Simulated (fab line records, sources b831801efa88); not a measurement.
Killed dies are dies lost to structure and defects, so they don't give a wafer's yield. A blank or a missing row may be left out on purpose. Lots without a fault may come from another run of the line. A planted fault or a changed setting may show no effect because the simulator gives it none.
fab line records | flow sky130
record lots=6 wafers=18 last_day=50
route steps=708 shown VIA2@527 METAL3@532 CAPM@537 PAD_OPEN@708
lots that met no fault: from a run of the same line without faults
start_h: hours from the record's first day to the start of the lot's first wafer shown | wait_h: hours since the lot's step before | " the same as in the row above | L1.1+2: a row that stands for several wafers | - no value, or no start given | * or withheld: withheld | < > ~ a bound
route shown NAME@n: a module of which the file shows steps, and the number in the route of the first | usual: mean/standard deviation of fault-free wafers | same: alike in all rows | chamber/n: place in a boat | sites: the reading at each site | _std_site: their standard deviation | _edge_site: outer sites' mean less inner sites' | radius_mm: how far each site lies from the wafer's centre | mask NAME#n: copy n | behind: the tool/chamber that last shaped the wafer | hold: why the lot was held/for how many hours/how that ended | device: the transistor (n, p or np) that didn't switch | end of line: the same wafers' tests at the end of the route | a step without rows: its recipe alone | killed: dies lost to structure and defects at the first sort, not the wafer's yield | map: a wafer's dies, x killed, . not, _ none there
set.NAME: the setting as run; set.NAME@STEP: as run at that earlier step | model.NAME: the simulator's own value behind a step, which no gauge read
lots at some steps of the route; a table a step, a row a wafer
services: from which hour (start_h, from the record's first day; less than 0 if before it) a tool's chamber was out of use, for how many hours, and why
## steps
# step SKY_VIA2_SPUTTER_20
# recipe material=TiN target_thk_nm=20 chamber_pressure_pa=5 power_w=4000 time_s=80
# step SKY_VIA2_CVD_21
# recipe material=W target_thk_nm=420 time_s=126.4 temp_c=400 pressure_torr=40
# usual heater_power_w=803/37 susceptor_temp_C=400.00/0.25
# columns lot.wafer tool chamber start_h wait_h heater_power_w susceptor_temp_C
L961.2 cvd_w-02 0 878.49 0.0 765 400.47
L961.3 " 0 " " 759 400.18
L961.6 " 1 " " 795 399.87
L972.1 cvd_w-01 1 957.71 0.0 823 399.99
L972.4 " 0 " " 802 400.39
L972.5 " 0 " " 812 400.05
L973.1 cvd_w-01 0 970.85 0.0 804 399.81
L973.2 " 1 " " 792 399.93
L973.3 " 0 " " 803 400.08
L975.1 cvd_w-01 1 973.28 0.0 806 400.02
L975.2 " 0 " " 798 400.11
L975.5 " 1 " " 811 399.98
L976.1 cvd_w-02 1 979.91 0.0 787 400.21
L976.5 " 0 " " 749 400.24
L976.6 " 1 " " 794 400.17
L981.1 cvd_w-02 0 1012.95 0.0 763 400.29
L981.3 " 1 " " 798 399.92
L981.6 " 0 " " 774 400.38
# step SKY_VIA2_RS_MEAS_22
# recipe thk_meas_gauge=four-point-probe reads=W_of_VIA2_CVD_21+TiN_of_VIA2_SPUTTER_20
# usual VIA2_W_RS=0.272/0.0048
# columns lot.wafer tool chamber start_h wait_h VIA2_W_RS[ohm/sq]
L961.2 film_metro-04 - 878.64 0.1 0.281
L961.3 " - " " 0.281
L961.6 " - " " 0.269
L972.1 film_metro-03 - 957.84 0.1 0.266
L972.4 " - " " 0.274
L972.5 " - " " 0.273
L973.1 film_metro-02 - 970.98 0.1 0.270
L973.2 " - " " 0.269
L973.3 " - " " 0.272
L975.1 film_metro-02 - 973.41 0.1 0.275
L975.2 " - " " 0.275
L975.5 " - " " 0.271
L976.1 film_metro-02 - 980.04 0.1 0.264
L976.5 " - " " 0.276
L976.6 " - " " 0.266
L981.1 film_metro-03 - 1013.08 0.1 0.276
L981.3 " - " " 0.263
L981.6 " - " " 0.275
# step SKY_VIA2_THK_MEAS_23
# recipe thk_meas_gauge=xrf reads=W_of_VIA2_CVD_21
# usual VIA2_W_THK=425/12
# columns lot.wafer tool chamber start_h wait_h VIA2_W_THK[nm]
L961.2 film_metro-04 - 878.75 0.1 408
L961.3 " - " " 407
L961.6 " - " " 425
L972.1 film_metro-03 - 957.96 0.1 420
L972.4 " - " " 410
L972.5 " - " " 410
L973.1 film_metro-02 - 971.10 0.1 440
L973.2 " - " " 443
L973.3 " - " " 441
L975.1 film_metro-02 - 973.53 0.1 436
L975.2 " - " " 438
L975.5 " - " " 444
L976.1 film_metro-02 - 980.16 0.1 455
L976.5 " - " " 434
L976.6 " - " " 450
L981.1 film_metro-03 - 1013.20 0.1 410
L981.3 " - " " 432
L981.6 " - " " 413
# step SKY_VIA2_CMP_24
# recipe stop_on=SiO2 t_overpolish_s=20 down_force_psi=3.5 platen_rpm=60 target_thk_nm=0 pad_velocity_m_s=0.94248
# usual head_pressure_psi=3.500/0.0071 motor_current_A=11.3/1 overpolish_run_s=19.999/0.0094 time_to_endpoint_s=101/5.4
# columns lot.wafer tool chamber start_h wait_h head_pressure_psi motor_current_A overpolish_run_s time_to_endpoint_s
L961.2 cmp-02 2 878.85 0.1 3.499 12.0 19.993 97
L961.3 " 0 " " 3.505 9.9 19.984 91
L961.6 " 2 " " 3.502 11.5 19.989 97
L972.1 cmp-02 0 958.02 0.1 3.502 10.1 19.993 94
L972.4 " 2 " " 3.504 11.3 19.989 99
L972.5 " 0 " " 3.498 9.6 20.022 94
L973.1 cmp-02 1 971.16 0.1 3.507 10.9 20.000 101
L973.3 " 2 " " 3.511 11.6 19.985 104
L973.2 " 0 " " 3.503 9.6 20.008 95
L975.1 cmp-02 3 973.59 0.1 3.511 11.6 19.992 110
L975.2 " 0 " " 3.509 9.7 20.005 100
L975.5 " 0 " " 3.499 9.4 19.991 97
L976.1 cmp-02 2 980.26 0.1 3.511 11.7 19.994 105
L976.5 " 2 " " 3.499 11.8 19.986 103
L976.6 " 3 " " 3.492 10.8 19.994 108
L981.1 cmp-01 1 1013.50 0.3 3.494 13.4 19.993 104
L981.3 " 0 " " 3.491 11.1 19.995 101
L981.6 " 1 " " 3.500 12.9 20.006 103
# step SKY_METAL3_SPUTTER_00
# recipe material=Ti target_thk_nm=15 power_w=3000 time_s=10 chamber_pressure_pa=0.4
# step SKY_METAL3_SPUTTER_01
# recipe material=TiN target_thk_nm=20 power_w=6500 time_s=16.7 chamber_pressure_pa=0.4
# step SKY_METAL3_SPUTTER_02
# recipe material=AlCu target_thk_nm=735 power_w=10600 time_s=39.1 chamber_pressure_pa=0.4
# usual throttle_valve_pct=30.2/1.3
# columns lot.wafer tool chamber start_h wait_h throttle_valve_pct
L961.2 pvd_sputter-01 - 879.15 0.0 30.1
L961.3 " - " " 30.5
L961.6 " - " " 30.2
L972.1 pvd_sputter-01 - 958.37 0.0 30.3
L972.4 " - " " 29.9
L972.5 " - " " 30.2
L973.1 pvd_sputter-01 - 971.51 0.0 31.5
L973.2 " - " " 30.3
L973.3 " - " " 30.2
L975.1 pvd_sputter-04 - 973.93 0.0 31.0
L975.2 " - " " 28.2
L975.5 " - " " 28.2
L976.1 pvd_sputter-04 - 980.61 0.0 31.7
L976.5 " - " " 28.3
L976.6 " - " " 30.8
L981.1 pvd_sputter-04 - 1013.86 0.0 31.1
L981.3 " - " " 28.5
L981.6 " - " " 32.1
# step SKY_METAL3_SPUTTER_03
# recipe material=Ti target_thk_nm=5 power_w=3000 time_s=3.3 chamber_pressure_pa=0.4
# usual throttle_valve_pct=30.2/1.2
# columns lot.wafer tool chamber start_h wait_h throttle_valve_pct
L961.2 pvd_sputter-01 - 879.19 0.0 29.9
L961.3 " - " " 30.3
L961.6 " - " " 30.3
L972.1 pvd_sputter-01 - 958.40 0.0 30.2
L972.4 " - " " 29.8
L972.5 " - " " 30.1
L973.1 pvd_sputter-01 - 971.55 0.0 31.6
L973.2 " - " " 30.2
L973.3 " - " " 30.6
L975.1 pvd_sputter-04 - 973.97 0.0 31.0
L975.2 " - " " 28.1
L975.5 " - " " 28.1
L976.1 pvd_sputter-04 - 980.65 0.0 31.8
L976.5 " - " " 28.2
L976.6 " - " " 31.0
L981.1 pvd_sputter-04 - 1013.90 0.0 30.9
L981.3 " - " " 28.2
L981.6 " - " " 31.8
# step SKY_METAL3_SPUTTER_04
# recipe material=TiN target_thk_nm=70 power_w=6500 time_s=58.3 chamber_pressure_pa=0.4
# usual throttle_valve_pct=30.2/1.3
# columns lot.wafer tool chamber start_h wait_h throttle_valve_pct
L961.2 pvd_sputter-01 - 879.21 0.0 30.0
L961.3 " - " " 30.3
L961.6 " - " " 30.0
L972.1 pvd_sputter-01 - 958.42 0.0 30.5
L972.4 " - " " 29.8
L972.5 " - " " 30.3
L973.1 pvd_sputter-01 - 971.57 0.0 31.6
L973.2 " - " " 30.5
L973.3 " - " " 30.5
L975.1 pvd_sputter-04 - 973.99 0.0 30.8
L975.2 " - " " 28.4
L975.5 " - " " 28.1
L976.1 pvd_sputter-04 - 980.67 0.0 31.9
L976.5 " - " " 28.5
L976.6 " - " " 31.0
L981.1 pvd_sputter-04 - 1013.92 0.0 31.0
L981.3 " - " " 28.2
L981.6 " - " " 31.8
# step SKY_CAPM_CVD_00
# recipe material=SiO2 target_thk_nm=15.5 temp_c=400 time_s=withheld rf_w=450
# step SKY_CAPM_THK_MEAS_01
# recipe reads=SiO2_of_CAPM_CVD_00
# usual CAPM_CVD_00_THK=15.55/0.23
# columns lot.wafer tool chamber start_h wait_h CAPM_CVD_00_THK[nm]
L961.2 film_metro-02 - 879.29 - 15.02
L961.3 " - " " 15.47
L961.6 " - " " 15.60
L972.1 film_metro-02 - 958.50 - 15.45
L972.4 " - " " 15.73
L972.5 " - " " 15.72
L973.1 film_metro-02 - 971.64 - 15.81
L973.2 " - " " 15.98
L973.3 " - " " 15.34
L975.1 film_metro-01 - 974.06 - 15.44
L975.2 " - " " 15.64
L975.5 " - " " 15.99
L976.1 film_metro-02 - 980.74 - 15.32
L976.5 " - " " 15.34
L976.6 " - " " 15.61
L981.1 film_metro-01 - 1014.00 - 15.70
L981.3 " - " " 15.17
L981.6 " - " " 15.58
# step SKY_CAPM_SPUTTER_02
# recipe material=TiN target_thk_nm=200 temp_c=300 power_w=6500 time_s=166.7 chamber_pressure_pa=0.4
# usual substrate_temp_c=299.99/0.21 susceptor_temp_C=299.97/0.17 throttle_valve_pct=29.9/1.1
# columns lot.wafer tool chamber start_h wait_h substrate_temp_c susceptor_temp_C throttle_valve_pct model.TiN_of_CAPM_SPUTTER_02.thk_nm
L961.2 pvd_sputter-02 - 879.34 0.0 299.88 300.15 30.0 201.3
L961.3 " - " " 300.12 300.17 29.5 201.2
L961.6 " - " " 300.13 300.13 29.8 200.4
L972.1 pvd_sputter-02 - 958.56 0.1 300.05 299.93 31.0 193.6
L972.4 " - " " 300.17 300.19 28.2 195
L972.5 " - " " 299.99 300.00 29.4 198
L973.1 pvd_sputter-02 - 971.70 0.1 299.86 299.71 29.6 210.8
L973.2 " - " " 299.97 299.92 29.7 211.5
L973.3 " - " " 300.12 300.12 31.1 208.5
L975.1 pvd_sputter-01 - 974.12 0.1 299.98 300.27 29.8 199.3
L975.2 " - " " 300.03 300.13 30.3 200.5
L975.5 " - " " 299.68 300.06 30.3 201.4
L976.1 pvd_sputter-02 - 980.80 0.1 300.16 300.25 29.8 208.5
L976.5 " - " " 299.76 299.66 29.4 208
L976.6 " - " " 299.89 300.06 28.1 209.1
L981.1 pvd_sputter-03 - 1014.06 0.1 299.80 300.25 30.1 198.7
L981.3 " - " " 299.87 299.48 32.1 198.8
L981.6 " - " " 300.06 299.80 30.6 199.8
# step SKY_CAPM_RS_MEAS_03
# recipe thk_meas_gauge=four-point-probe reads=TiN_of_CAPM_SPUTTER_02
# usual CAPM_TIN_RS=6.94/0.069
# columns lot.wafer tool chamber start_h wait_h CAPM_TIN_RS[ohm/sq]
L961.2 film_metro-01 - 879.47 0.1 6.88
L961.3 " - " " 6.89
L961.6 " - " " 6.91
L972.1 film_metro-03 - 958.67 0.1 7.13
L972.4 " - " " 7.07
L972.5 " - " " 6.97
L973.1 film_metro-02 - 971.81 0.1 6.54
L973.2 " - " " 6.54
L973.3 " - " " 6.61
L975.1 film_metro-02 - 974.23 0.1 6.93
L975.2 " - " " 6.89
L975.5 " - " " 6.85
L976.1 film_metro-02 - 980.91 0.1 6.62
L976.5 " - " " 6.64
L976.6 " - " " 6.60
L981.1 film_metro-01 - 1014.17 0.1 6.98
L981.3 " - " " 6.98
L981.6 " - " " 6.96
# step SKY_CAPM_THK_MEAS_04
# recipe thk_meas_gauge=xrf reads=TiN_of_CAPM_SPUTTER_02
# usual CAPM_TIN_THK=197.6/2.4
# columns lot.wafer tool chamber start_h wait_h CAPM_TIN_THK[nm]
L961.2 film_metro-01 - 879.58 0.1 200.4
L961.3 " - " " 200.5
L961.6 " - " " 201.0
L972.1 film_metro-03 - 958.79 0.1 192.8
L972.4 " - " " 193.9
L972.5 " - " " 196.9
L973.1 film_metro-02 - 971.93 0.1 205.0
L973.2 " - " " 206.5
L973.3 " - " " 203.3
L975.1 film_metro-02 - 974.35 0.1 195.0
L975.2 " - " " 196.6
L975.5 " - " " 196.1
L976.1 film_metro-02 - 981.03 0.1 203.7
L976.5 " - " " 203.4
L976.6 " - " " 204.5
L981.1 film_metro-01 - 1014.29 0.1 197.6
L981.3 " - " " 198.1
L981.6 " - " " 198.4
# step SKY_CAPM_DEHYDRATE_05
# recipe temp_c=200 time_s=60
# step SKY_CAPM_HMDS_06
# recipe prime_time_s=60 prime_temp_c=120
# step SKY_CAPM_COAT_07
# recipe resist=NOVOLAK spin_rpm=3000 resist_thk_nm=1140
# step SKY_CAPM_SOFTBAKE_08
# recipe temp_c=90 time_s=60 resist=NOVOLAK
# step SKY_CAPM_EXPOSE_09
# recipe mask_id=CAPM na=0.6 source_shape=conventional sigma_outer=0.6 polarization=unpolarized target_cd_nm=1000 dose_mj=159
# step SKY_CAPM_PEB_10
# recipe temp_c=withheld time_s=* resist=NOVOLAK
# step SKY_CAPM_DEVELOP_11
# recipe resist=NOVOLAK developer=TMAH develop_time_s=60 dev_temp_c=23
# step SKY_CAPM_OVL_MEAS_12
# usual CAPM_OVL=1.8/1.4
# columns lot.wafer tool chamber start_h wait_h CAPM_OVL[nm]
L961.2 overlay-02 - 904.17 0.1 1.1
L961.3 " - " " 1.0
L961.6 " - " " 1.4
L972.1 overlay-02 - 982.42 0.1 1.6
L972.4 " - " " 0.5
L972.5 " - " " 0.9
L973.1 overlay-01 - 995.43 0.1 -0.1
L973.2 " - " " 0.5
L973.3 " - " " 1.4
L975.1 overlay-02 - 997.58 0.1 2.2
L975.2 " - " " 2.9
L975.5 " - " " 2.8
L976.1 overlay-01 - 1004.48 0.1 2.8
L976.5 " - " " 0.2
L976.6 " - " " 0.5
L981.1 overlay-01 - 1037.12 0.1 0.1
L981.3 " - " " -0.6
L981.6 " - " " 0.2
# step SKY_CAPM_METAL_ETCH_13
# recipe target_depth_nm=220 stop_on=SiO2 chemistry=Cl2/BCl3 target=TiN pressure_mtorr=10 icp_w=900 bias_w=48.5 Cl2_flow_sccm=60 bcl3_flow_sccm=30 time_s=62.9
# usual drypump_motor_current_A=5.8/0.5 oes_product_au=0.939/0.0066 throttle_valve_pct=21.904/0.011
# columns lot.wafer tool chamber start_h wait_h drypump_motor_current_A oes_product_au rf_hours_counter_h throttle_valve_pct
L961.2 rie_metal-02 1 904.20 0.0 5.6 0.948 13 21.898
L961.3 " 1 " " 5.6 0.940 - 21.899
L961.6 " 0 " " 6.5 0.950 - 21.909
L972.1 rie_metal-01 0 982.45 0.0 6.3 0.922 13 21.907
L972.4 " 0 " " 6.3 0.930 - 21.917
L972.5 " 0 " " 6.3 0.929 - 21.928
L973.1 rie_metal-03 1 995.47 0.0 6.2 0.969 2 21.896
L973.2 " 0 " " 5.2 0.976 16 21.887
L973.3 " 1 " " 6.2 0.956 - 21.866
L975.1 rie_metal-03 0 997.62 0.0 5.2 0.939 16 21.937
L975.2 " 1 " " 6.1 0.955 2 21.886
L975.5 " 0 " " 5.2 0.943 - 21.908
L976.1 rie_metal-02 0 1004.52 0.0 6.4 0.967 15 21.894
L976.5 " 1 " " 5.6 0.960 - 21.888
L976.6 " 0 " " 6.4 0.964 - 21.878
L981.1 rie_metal-01 1 1037.15 0.0 5.4 0.938 18 21.886
L981.3 " 1 " " 5.4 0.935 - 21.907
L981.6 " 0 " " 6.2 0.940 - 21.904
# step SKY_CAPM_STRIP_14
# recipe chemistry=O2/N2 power_w=1400 pressure_mtorr=1500 platen_temp_c=withheld o2_flow_sccm=3000 n2_flow_sccm=300 overash_fraction=0.5
# step SKY_CAPM_STRIP_15
# recipe chemistry=post_etch_residue_remover time_s=1200 temp_c=72.5
# step SKY_CAPM_CLEAN_16
# recipe chemistry=IPA time_s=180 temp_c=25
# step SKY_CAPM_CLEAN_17
# recipe chemistry=O3/DIW dry=n2_spin
# step SKY_METAL3_DEHYDRATE_05
# recipe temp_c=200 time_s=60
# step SKY_METAL3_HMDS_06
# recipe prime_time_s=60 prime_temp_c=120
# step SKY_METAL3_COAT_07
# recipe resist=BARC temp_c=withheld time_s=withheld spin_rpm=3000 resist_thk_nm=60
# step SKY_METAL3_COAT_08
# recipe resist=KrF-thick spin_rpm=3000 resist_thk_nm=1140
# step SKY_METAL3_SOFTBAKE_09
# recipe temp_c=100 time_s=90 resist=KrF-thick
# step SKY_METAL3_EXPOSE_10
# recipe mask_id=MM3 na=0.68 source_shape=annular sigma_inner=0.4 sigma_outer=0.8 target_cd_nm=300 dose_mj=28
# step SKY_METAL3_PEB_11
# recipe peb_temp_c=withheld peb_time_s=withheld resist=KrF-thick
# step SKY_METAL3_DEVELOP_12
# recipe develop_time_s=58.12 resist=KrF-thick dev_temp_c=21
# step SKY_METAL3_CD_MEAS_13
# recipe target_cd_nm=300
# usual cd_nm=299.8/1.5
# columns lot.wafer tool chamber start_h wait_h cd_nm
L961.2 cd_sem-01 - 930.04 - 297.3
L961.3 " - " " 299.0
L961.6 " - " " 297.8
L972.1 cd_sem-02 - 1006.63 - 299.4
L972.4 " - " " 299.0
L972.5 " - " " 299.6
L973.1 cd_sem-02 - 1018.92 - 301.0
L973.2 " - " " 301.3
L973.3 " - " " 301.2
L975.1 cd_sem-02 - 1021.47 - 298.4
L975.2 " - " " 298.8
L975.5 " - " " 298.7
L976.1 cd_sem-02 - 1028.23 - 298.1
L976.5 " - " " 299.3
L976.6 " - " " 298.9
L981.1 cd_sem-02 - 1060.23 - 296.6
L981.3 " - " " 297.8
L981.6 " - " " 298.0
# step SKY_METAL3_OVL_MEAS_14
# usual METAL3_OVL=2/4.8
# columns lot.wafer tool chamber start_h wait_h METAL3_OVL[nm]
L961.2 overlay-02 - 930.14 0.1 -3
L961.3 " - " " -3
L961.6 " - " " 4
L972.1 overlay-01 - 1006.75 0.1 -7
L972.4 " - " " -5
L972.5 " - " " -1
L973.1 overlay-01 - 1019.04 0.1 6
L973.2 " - " " 4
L973.3 " - " " 5
L975.1 overlay-02 - 1021.59 0.1 1
L975.2 " - " " -9
L975.5 " - " " -3
L976.1 overlay-02 - 1028.35 0.1 2
L976.5 " - " " 6
L976.6 " - " " 2
L981.1 overlay-02 - 1060.35 0.1 6
L981.3 " - " " 5
L981.6 " - " " 8
# step SKY_METAL3_DESCUM_15
# recipe chemistry=O2 source_power_w=150 bias_power_w=0 pressure_mtorr=10 temp_c=40 time_s=8
# step SKY_METAL3_ETCH_16
# recipe chemistry=N2/H2 target=BARC ion_energy_ev=200 bias_w=100 pressure_mtorr=30 n2_flow_sccm=100 h2_flow_sccm=200 icp_w=500 stop_on=SiO2 time_s=88.2 target_depth_a=600
# step SKY_METAL3_ETCH_17
# recipe target=SiO2 stop_on=TiN chemistry=C4F8/O2/Ar source_w=1500 bias_w=1200 pressure_mtorr=40 c4f8_flow_sccm=withheld O2_flow_sccm=6 Ar_flow_sccm=300 time_s=3.9 target_depth_a=150
# step SKY_METAL3_METAL_ETCH_18
# recipe target_depth_a=8450 stop_on=SiO2 over_etch_frac=0.3 time_s=183.1 chemistry=Cl2/BCl3 resist_sidewall_deg=88 pressure_mtorr=10 icp_w=900 bias_w=48.5 Cl2_flow_sccm=60 bcl3_flow_sccm=30
# step SKY_METAL3_STRIP_20
# recipe chemistry=post_etch_residue_remover time_s=1200 temp_c=72.5
# columns lot.wafer tool chamber start_h wait_h model.TiN_of_CAPM_SPUTTER_02.thk_nm
L961.2 wet_bench-03 1 930.60 0.1 200.4
L961.3 " 1 " " 200.3
L961.6 " 1 " " 199.6
L972.1 wet_bench-02 1 1007.21 0.1 192.7
L972.4 " 1 " " 194.2
L972.5 " 1 " " 197.2
L973.1 wet_bench-02 0 1019.51 0.1 210
L973.2 " 0 " " 210.7
L973.3 " 0 " " 207.7
L975.1 wet_bench-04 0 1022.06 0.1 198.5
L975.2 " 0 " " 199.7
L975.5 " 0 " " 200.6
L976.1 wet_bench-03 3 1028.81 0.1 207.6
L976.5 " 3 " " 207.2
L976.6 " 3 " " 208.3
L981.1+3 wet_bench-04 1 1060.99 0.1 197.9
L981.6 " 1 " " 198.9
# step SKY_PAD_OPEN_PROBE_99
# usual defect_limited_yield=82.7/1.8 killed_at_M0_to_M3=42/7.5 killed_at_M4_up=3.2/1.7 killed_at_contacts=24/5.1 killed_at_front_end=15/4.1 killed_at_other=0.3/0.58 killed_dies=85/8.9 killed_open=46/6.4 killed_short=39/6
# same gross_dies=492 killed_at_back_side=0
# columns lot.wafer tool chamber start_h wait_h defect_limited_yield[%] killed_at_M0_to_M3 killed_at_M4_up killed_at_contacts killed_at_front_end killed_at_other killed_dies killed_open killed_short model.etest.cap_mim.plate_ohm_sq
L961.2 prober-02 - 1098.42 0.1 81.1 40 7 32 13 1 93 54 39 5.906
L961.3 prober-02 - 1098.47 0.2 83.1 43 3 20 16 1 83 44 37 5.981
L961.6 prober-02 - 1098.62 0.2 82.7 41 4 27 12 1 85 42 42 6.069
L972.1 prober-01 - 1161.35 0.1 81.1 53 2 23 15 0 93 54 39 6.216
L972.4 prober-01 - 1161.50 0.2 81.3 42 5 27 18 0 92 43 49 6.106
L972.5 prober-01 - 1161.55 0.2 81.9 53 4 20 11 1 89 52 37 6.044
L973.1 prober-02 - 1171.85 0.1 80.7 51 2 23 19 0 95 48 47 5.692
L973.2 prober-02 - 1171.90 0.1 79.5 52 1 32 16 0 101 51 50 5.696
L973.3 prober-02 - 1171.95 0.2 84.1 43 2 14 19 0 78 35 43 5.765
L975.1 prober-01 - 1173.76 0.1 86.2 34 5 17 12 0 68 33 35 6.058
L975.2 prober-01 - 1173.81 0.1 83.1 44 3 21 15 0 83 50 33 5.97
L975.5 prober-01 - 1173.96 0.2 86.4 29 4 22 12 0 67 34 33 5.899
L976.1 prober-01 - 1177.35 0.1 81.7 47 4 26 13 0 90 53 37 5.768
L976.5 prober-01 - 1177.55 0.2 85.0 38 4 16 16 0 74 38 36 5.776
L976.6 prober-01 - 1177.60 0.2 83.1 39 6 16 22 0 83 45 38 5.726
L981.1 prober-02 - 1198.44 0.1 83.3 42 3 28 9 0 82 49 33 6.042
L981.3 prober-02 - 1198.54 0.2 83.3 51 3 15 13 0 82 48 34 6.064
L981.6 prober-02 - 1198.69 0.2 81.1 40 4 23 26 0 93 48 45 6.028
# killed by level:class
L961.2 LI_CONTACT:geometric_particle:open=12 CONTACT:geometric_particle:open=9 VIA1:geometric_particle:open=8 FIELD_ISO:geometric_particle:open=6 LI_CONTACT:geometric_particle:short=6 VIA3:geometric_particle:open=6 METAL2:geometric_particle:short=5 VIA2:geometric_particle:open=5
L961.3 VIA1:geometric_particle:open=11 POLY_GATE:geometric_particle:open=6 LI_CONTACT:geometric_particle:open=6 METAL1:geometric_particle:short=6 METAL2:geometric_particle:short=6 VIA2:geometric_particle:open=6 CONTACT:geometric_particle:short=5 VIA3:geometric_particle:open=4
L961.6 VIA1:geometric_particle:open=13 CONTACT:geometric_particle:open=7 LI_CONTACT:geometric_particle:open=6 METAL1:geometric_particle:short=6 LI_CONTACT:geometric_particle:short=5 VIA1:geometric_particle:short=5 FIELD_ISO:geometric_particle:open=4 CONTACT:geometric_particle:short=4
L972.1 VIA1:geometric_particle:open=14 VIA3:geometric_particle:open=8 METAL2:geometric_particle:short=8 CONTACT:geometric_particle:open=8 VIA1:geometric_particle:short=8 VIA2:geometric_particle:open=7 FIELD_ISO:geometric_particle:open=5 LI_CONTACT:geometric_particle:open=5
L972.4 CONTACT:geometric_particle:open=10 VIA1:geometric_particle:open=10 VIA1:geometric_particle:short=7 LI_CONTACT:geometric_particle:open=6 VIA3:geometric_particle:short=6 LOCAL_INTERCONNECT:geometric_particle:short=5 METAL1:geometric_particle:short=5 VIA2:geometric_particle:open=5
L972.5 VIA1:geometric_particle:open=15 CONTACT:geometric_particle:open=9 VIA2:geometric_particle:open=8 VIA3:geometric_particle:open=7 VIA1:geometric_particle:short=6 METAL2:geometric_particle:short=5 VIA2:geometric_particle:short=4 METAL4:geometric_particle:short=4
L973.1 VIA1:geometric_particle:open=10 METAL2:geometric_particle:short=9 POLY_GATE:geometric_particle:open=8 CONTACT:geometric_particle:short=7 CONTACT:geometric_particle:open=7 VIA2:geometric_particle:open=7 POLY_GATE:geometric_particle:short=6 METAL1:geometric_particle:short=6
L973.2 VIA1:geometric_particle:open=13 METAL2:geometric_particle:short=10 LI_CONTACT:geometric_particle:open=9 CONTACT:geometric_particle:open=9 CONTACT:geometric_particle:short=8 POLY_GATE:geometric_particle:open=6 METAL1:geometric_particle:short=6 VIA2:geometric_particle:open=6
L973.3 METAL1:geometric_particle:short=9 VIA1:geometric_particle:open=8 VIA2:geometric_particle:open=6 FIELD_ISO:geometric_particle:open=5 POLY_GATE:geometric_particle:short=5 METAL2:geometric_particle:short=5 VIA3:geometric_particle:open=5 CONTACT:geometric_particle:short=4
L975.1 VIA1:geometric_particle:open=12 CONTACT:geometric_particle:open=7 LOCAL_INTERCONNECT:geometric_particle:short=5 METAL1:geometric_particle:short=4 VIA1:geometric_particle:short=4 METAL4:geometric_particle:short=4 FIELD_ISO:geometric_particle:short=3 POLY_GATE:geometric_particle:open=3
L975.2 VIA1:geometric_particle:open=13 LI_CONTACT:geometric_particle:open=10 CONTACT:geometric_particle:open=7 VIA1:geometric_particle:short=7 METAL2:geometric_particle:short=6 VIA2:geometric_particle:open=6 POLY_GATE:geometric_particle:open=5 POLY_GATE:geometric_particle:short=4
L975.5 VIA1:geometric_particle:open=9 LI_CONTACT:geometric_particle:open=8 LOCAL_INTERCONNECT:geometric_particle:short=6 VIA2:geometric_particle:short=5 VIA3:geometric_particle:open=4 FIELD_ISO:geometric_particle:open=3 POLY_GATE:geometric_particle:short=3 LI_CONTACT:geometric_particle:short=3
L976.1 VIA1:geometric_particle:open=13 LI_CONTACT:geometric_particle:open=7 METAL1:geometric_particle:short=7 VIA3:geometric_particle:open=7 CONTACT:geometric_particle:open=6 CONTACT:geometric_particle:short=6 FIELD_ISO:geometric_particle:open=4 VIA1:geometric_particle:short=4
L976.5 METAL2:geometric_particle:short=8 VIA3:geometric_particle:open=7 LI_CONTACT:geometric_particle:open=7 METAL1:geometric_particle:short=6 VIA1:geometric_particle:open=5 VIA2:geometric_particle:open=5 POLY_GATE:geometric_particle:short=5 FIELD_ISO:geometric_particle:open=4
L976.6 VIA1:geometric_particle:open=10 METAL1:geometric_particle:short=7 VIA3:geometric_particle:open=7 FIELD_ISO:geometric_particle:short=6 POLY_GATE:geometric_particle:open=6 POLY_GATE:geometric_particle:short=6 CONTACT:geometric_particle:open=5 LI_CONTACT:geometric_particle:open=4
L981.1 VIA1:geometric_particle:open=12 CONTACT:geometric_particle:open=9 LI_CONTACT:geometric_particle:open=7 VIA3:geometric_particle:open=7 LOCAL_INTERCONNECT:geometric_particle:short=6 METAL2:geometric_particle:short=5 VIA2:geometric_particle:open=5 POLY_GATE:geometric_particle:open=3
L981.3 VIA1:geometric_particle:open=12 VIA2:geometric_particle:open=12 VIA3:geometric_particle:open=9 VIA1:geometric_particle:short=5 CONTACT:geometric_particle:open=4 CONTACT:geometric_particle:short=4 METAL2:geometric_particle:short=4 FIELD_ISO:geometric_particle:short=3
L981.6 CONTACT:geometric_particle:open=13 FIELD_ISO:geometric_particle:open=9 METAL2:geometric_particle:short=8 POLY_GATE:geometric_particle:open=6 VIA1:geometric_particle:open=6 VIA2:geometric_particle:short=6 VIA3:geometric_particle:open=6 POLY_GATE:geometric_particle:short=4
## services
# columns tool chamber start_h hours kind
cvd_w-02 - 855.22 0.8 repair
pvd_sputter-03 - 878.37 5.4 repair
pvd_sputter-01 0 879.78 - consumable_replace:kit
pvd_sputter-01 0 879.78 18.0 scheduled_down
pvd_sputter-01 0 879.78 18.0 vent_cycle
pvd_sputter-01 - 879.90 1.4 repair
cvd_w-01 - 904.00 14.0 pm
cmp-01 - 916.34 4.0 pm
cvd_w-02 - 938.36 1.0 repair
cvd_w-01 - 946.31 0.5 repair
cvd_w-01 - 948.87 4.1 repair
pvd_sputter-03 - 949.14 14.9 repair
pvd_sputter-01 - 984.22 1.3 repair
cmp-02 - 992.13 5.5 pm
cmp-01 - 997.82 5.7 pm
cmp-01 - 1004.98 3.1 repair
cvd_w-01 1 1006.50 4.3 repair
cmp-02 - 1008.91 5.3 repair
wet_bench-04 - 1052.49 0.9 repair
pvd_sputter-02 - 1057.94 1.1 repair
pvd_sputter-04 - 1058.18 0.7 repair
pvd_sputter-01 3 1058.55 - consumable_replace:kit
pvd_sputter-01 3 1058.55 18.0 scheduled_down
pvd_sputter-01 3 1058.55 18.0 vent_cycle
## key
first_sign step=SKY_CAPM_RS_MEAS_03 reading=CAPM_TIN_RS direction=down sigmas=5.1 usual=6.94 struck=6.59
effect step=SKY_CAPM_THK_MEAS_04 reading=CAPM_TIN_THK direction=up sigmas=2.8 usual=197.6 struck=204.4
effect step=SKY_CAPM_METAL_ETCH_13 reading=oes_product_au direction=up sigmas=4 usual=0.939 struck=0.965
model_effect step=SKY_CAPM_SPUTTER_02 value=TiN_of_CAPM_SPUTTER_02.thk_nm without=199.3 struck=209.4
model_effect step=SKY_METAL3_STRIP_20 value=TiN_of_CAPM_SPUTTER_02.thk_nm without=198.5 struck=208.6
model_effect step=SKY_PAD_OPEN_PROBE_99 value=etest.cap_mim.plate_ohm_sq without=6.027 struck=5.737
met_at SKY_CAPM_SPUTTER_02
struck_wafers L973.1,L973.2,L973.3,L976.1,L976.5,L976.6
onset_between 958.56 971.70
fault kind=process_parameter_drift tool=pvd_sputter-02 chamber=- onset_h=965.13 steps=SKY_CAPM_SPUTTER_02 channel=target_thk_nm offset=10.067 shape=step end_h=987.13 acts_in=these_recipes_only stated=200
